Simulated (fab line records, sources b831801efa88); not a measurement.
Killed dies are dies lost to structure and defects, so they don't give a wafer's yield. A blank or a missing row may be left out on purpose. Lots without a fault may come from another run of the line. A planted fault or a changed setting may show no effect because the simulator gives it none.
Chamber matching | flow gf180mcu | GF_V5_CVD_02 on pecvd-02: 3 sister chambers
The step deposits SiO2 from TEOS, target thk 1450 nm, time 163.28 s. 6 wafers are shown with their chamber, then 8 later ones without.

WAFERS WITH THEIR CHAMBER
wafer  | chamber | heater_power_w (W) | susceptor_temp_C (C)
L086.1 | 1       | 675                | 400.12
L086.5 | 1       | 582                | 400.14
L087.1 | 2       | 638                | 399.68
L087.5 | 0       | 645                | 400.33
L087.6 | 2       | 698                | 399.94
L088.1 | 0       | 762                | 399.81

WAFERS WITHOUT THEIR CHAMBER
wafer  | heater_power_w (W) | susceptor_temp_C (C)
L088.2 | 725                | 400.19
L088.6 | 578                | 399.92
L092.2 | 739                | 399.92
L092.3 | 718                | 400.21
L092.4 | 575                | 400.04
L095.2 | 621                | 400.48
L095.5 | 719                | 399.92
L095.6 | 642                | 399.87

WHICH CHAMBER EACH WENT THROUGH
wafer  | from the rows above          | in truth
L088.2 | can't be placed: 0 or 1 or 2 | 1
L088.6 | can't be placed: 1 or 2 or 0 | 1
L092.2 | can't be placed: 0 or 2 or 1 | 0
L092.3 | can't be placed: 0 or 1 or 2 | 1
L092.4 | can't be placed: 1 or 2 or 0 | 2
L095.2 | can't be placed: 1 or 0 or 2 | 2
L095.5 | can't be placed: 0 or 2 or 1 | 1
L095.6 | can't be placed: 2 or 1 or 0 | 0
Placed correctly: 0 of 8. Can't be placed from these rows: 8 (the true chamber is among the candidates in 8). Placed wrongly: 0.
How it was worked out, from the rows above alone: a wafer's distance from a chamber is the root of the sum, over the readings, of the square of ((its reading less the chamber's mean) divided by the reading's scatter). The wafer belongs to the nearest chamber; if the next one is less than 2 further off, it can't be placed. A chamber's mean is the mean of its shown wafers. The scatter: the root of (the sum of the squares of (reading less its chamber's mean) over the shown wafers, divided by (wafers less chambers)).
